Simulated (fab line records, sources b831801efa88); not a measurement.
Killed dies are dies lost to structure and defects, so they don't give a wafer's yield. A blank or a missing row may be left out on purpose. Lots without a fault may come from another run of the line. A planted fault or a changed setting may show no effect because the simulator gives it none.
Chamber matching | flow gf180mcu | GF_V3_CMP_26 on cmp-02: 4 sister chambers
The step polishes, stops on SiO2, t overpolish 15 s, target thk 0 nm. 4 wafers are shown with their chamber, then 12 later ones without.

WAFERS WITH THEIR CHAMBER
wafer  | chamber | time_to_endpoint_s (s)
L089.3 | 3       | 91
L091.1 | 2       | 85
L091.2 | 1       | 83
L091.4 | 0       | 81

WAFERS WITHOUT THEIR CHAMBER
wafer  | time_to_endpoint_s (s)
L092.3 | 83
L092.5 | 88
L092.6 | 84
L094.3 | 91
L094.5 | 85
L094.6 | 91
L095.1 | 85
L095.2 | 83
L095.3 | 92
L097.1 | 88
L097.5 | 89
L097.6 | 88

WHICH CHAMBER EACH WENT THROUGH
wafer  | from the rows above          | in truth
L092.3 | can't be placed: 1 or 0 or 2 | 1
L092.5 | can't be placed: 2 or 3 or 1 | 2
L092.6 | can't be placed: 1 or 2 or 0 | 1
L094.3 | 3                            | 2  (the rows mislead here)
L094.5 | can't be placed: 2 or 1      | 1
L094.6 | 3                            | 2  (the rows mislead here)
L095.1 | can't be placed: 2 or 1      | 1
L095.2 | can't be placed: 1 or 0 or 2 | 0
L095.3 | 3                            | 3
L097.1 | can't be placed: 2 or 3 or 1 | 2
L097.5 | can't be placed: 3 or 2      | 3
L097.6 | can't be placed: 2 or 3 or 1 | 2
Placed correctly: 1 of 12. Can't be placed from these rows: 9 (the true chamber is among the candidates in 9). Placed wrongly: 2.
How it was worked out, from the rows above alone: a wafer's distance from a chamber is the root of the sum, over the readings, of the square of ((its reading less the chamber's mean) divided by the reading's scatter). The wafer belongs to the nearest chamber; if the next one is less than 2 further off, it can't be placed. A chamber's mean is the mean of its shown wafers. The scatter: with one shown wafer a chamber, the root of the mean of the squares of how far each hidden wafer lies from its nearest shown one.
